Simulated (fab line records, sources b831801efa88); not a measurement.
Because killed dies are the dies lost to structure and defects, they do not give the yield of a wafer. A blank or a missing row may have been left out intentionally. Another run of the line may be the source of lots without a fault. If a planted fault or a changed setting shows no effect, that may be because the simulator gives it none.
Chamber matching / flow sky130 / 3 sister chambers for SKY_PASSIVATION_CVD_02 on pecvd-03
The step deposits Si3N4, target thk 540 nm. 3 wafers are shown with their chamber, then 10 later ones without.

## WAFERS PAIRED WITH THEIR CHAMBERS
wafer=L087.2; chamber=2; heater-power-w (W)=642
wafer=L090.1; chamber=0; heater-power-w (W)=779
wafer=L090.2; chamber=1; heater-power-w (W)=901

## WAFERS WHOSE CHAMBER IS MISSING
wafer=L090.3; heater-power-w (W)=664
wafer=L090.4; heater-power-w (W)=926
wafer=L090.5; heater-power-w (W)=685
wafer=L090.6; heater-power-w (W)=652
wafer=L092.4; heater-power-w (W)=646
wafer=L092.5; heater-power-w (W)=850
wafer=L092.6; heater-power-w (W)=736
wafer=L096.2; heater-power-w (W)=770
wafer=L096.4; heater-power-w (W)=930
wafer=L096.5; heater-power-w (W)=773

## WHICH CHAMBER EACH ONE RAN IN
wafer=L090.3; from the rows above=2; in truth=2
wafer=L090.4; from the rows above=1; in truth=1
wafer=L090.5; from the rows above=can't be placed: 2 or 0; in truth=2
wafer=L090.6; from the rows above=2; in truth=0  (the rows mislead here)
wafer=L092.4; from the rows above=2; in truth=2
wafer=L092.5; from the rows above=can't be placed: 1 or 0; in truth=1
wafer=L092.6; from the rows above=can't be placed: 0 or 2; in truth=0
wafer=L096.2; from the rows above=0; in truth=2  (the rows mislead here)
wafer=L096.4; from the rows above=1; in truth=1
wafer=L096.5; from the rows above=0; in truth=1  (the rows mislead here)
4 of 10 placed correctly. These rows do not allow placing 3 (true chamber among the candidates in 3). Wrongly placed: 3.
How it was worked out, from the rows above alone: a wafer's distance from a chamber is the root of the sum, over the readings, of the square of ((its reading less the chamber's mean) divided by the reading's scatter). If the next closest chamber is less than 2 further off than the closest, the wafer can't be placed; otherwise it belongs to the closest. The mean given for a chamber averages the wafers shown for that chamber. The scatter (one wafer shown for each chamber): square how far every hidden wafer sits from the nearest shown wafer, average those squares and take the square root.
